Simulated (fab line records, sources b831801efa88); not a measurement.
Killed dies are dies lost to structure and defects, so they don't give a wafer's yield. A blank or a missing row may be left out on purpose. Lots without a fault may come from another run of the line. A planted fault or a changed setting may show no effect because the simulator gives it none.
Which tool did it? | flow gf180mcu | 7 lots, 21 wafers sampled, at 2 steps of a route of 602

WHAT THE GAUGES READ, wafer by wafer
GF_PSD_CD_MEAS_07: target cd 400 nm.
lot  | measured     | on        | cd_nm (nm)
L956 | day 15 02:07 | cd_sem-01 | 400.3 398.8 396.0
L960 | day 16 03:58 | cd_sem-02 | 397.3 416.9 399.2
L968 | day 19 05:14 | cd_sem-02 | 399.3 400.6 399.8
L970 | day 19 21:15 | cd_sem-02 | 401.3 401.2 400.9
L972 | day 21 09:27 | cd_sem-01 | 398.0 398.1 397.5
L975 | day 21 23:18 | cd_sem-01 | 400.4 399.5 401.5
L977 | day 22 19:13 | cd_sem-01 | 397.7 396.0 399.3

WHICH TOOL RAN EACH LOT (tool, then ch and the chambers of the sampled wafers, then the start)
lot  | GF_PSD_DEVELOP_06
L956 | litho_track-02 ch 0, day 15 01:58
L960 | litho_track-02 ch 0, day 16 03:49
L968 | litho_track-01 ch 0, day 19 05:05
L970 | litho_track-02 ch 0, day 19 21:06
L972 | litho_track-02 ch 0, day 21 09:18
L975 | litho_track-03 ch 0, day 21 23:09
L977 | litho_track-03 ch 0, day 22 18:56
- GF_PSD_DEVELOP_06: develop time 60 s.

THE ANSWER, worked out from the rows above alone
Rule: what is usual is taken from the lots themselves. Put in order of their means at a reading, lots are off if they are a third of the lots or fewer, leave a main group of 4 or more, and stand apart from it by a gap of 3 or more times the standard deviation of the main group's means; of several such gaps the widest counts. A main group whose means are all the same, to the digits that the tables above print for the reading, isn't used. A lot without any number at a reading at which 4 lots or more have one is off too. The other lots that the step has rows for count as sound.
No lot is off at any reading shown: from this, nothing can be told.

WHAT THE SIMULATOR HAD PUT IN
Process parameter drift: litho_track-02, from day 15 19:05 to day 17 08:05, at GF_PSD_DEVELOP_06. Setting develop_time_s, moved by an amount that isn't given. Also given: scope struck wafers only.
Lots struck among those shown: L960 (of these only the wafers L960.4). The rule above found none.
